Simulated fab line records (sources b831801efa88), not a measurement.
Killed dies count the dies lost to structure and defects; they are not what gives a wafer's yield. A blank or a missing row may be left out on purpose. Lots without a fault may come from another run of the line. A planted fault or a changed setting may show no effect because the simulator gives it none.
Which tool is to blame? / flow sky130 / 7 lots, 21 wafers sampled, at 1 step of a route of 708

WHAT THE GAUGES READ, wafer by wafer
SKY_LI_CONTACT_OVL_MEAS_13.
lot=L364; measured=day 29 17:53; on=overlay-02; LI_CONTACT_OVL (nm)=4 4 -3
lot=L371; measured=day 31 15:17; on=overlay-02; LI_CONTACT_OVL (nm)=1 5 0
lot=L373; measured=day 32 11:05; on=overlay-01; LI_CONTACT_OVL (nm)=-3 -5 5
lot=L376; measured=day 33 11:38; on=overlay-01; LI_CONTACT_OVL (nm)=6 1 -5
lot=L379; measured=day 34 10:22; on=overlay-02; LI_CONTACT_OVL (nm)=-6 -2 3
lot=L381; measured=day 34 15:40; on=overlay-01; LI_CONTACT_OVL (nm)=-3 -5 2
lot=L384; measured=day 35 19:19; on=overlay-01; LI_CONTACT_OVL (nm)=4 -1 -3

WHAT TOOL EACH LOT RAN ON (gives the tool, then ch and the chambers of the sampled wafers, and finally the start)
Before these readings, the record contains no process step.

THE ANSWER, worked out from the rows above alone
Rule: what is usual is taken from the lots themselves. Put in order of their means at a reading, lots are off if they are a third of the lots or fewer, leave a main group of 4 or more, and stand apart from it by a gap of 3 or more times the standard deviation of the main group's means; of several such gaps the widest counts. If all means in a main group match to the digits the tables above print for the reading, that group is not used. Also off: a lot with no number at a reading for which 4 or more lots have one. All remaining lots with rows at the step are treated as sound.
Nothing can be told from this: no lot is off at any reading shown.

WHAT THE SIMULATOR HAD PUT IN
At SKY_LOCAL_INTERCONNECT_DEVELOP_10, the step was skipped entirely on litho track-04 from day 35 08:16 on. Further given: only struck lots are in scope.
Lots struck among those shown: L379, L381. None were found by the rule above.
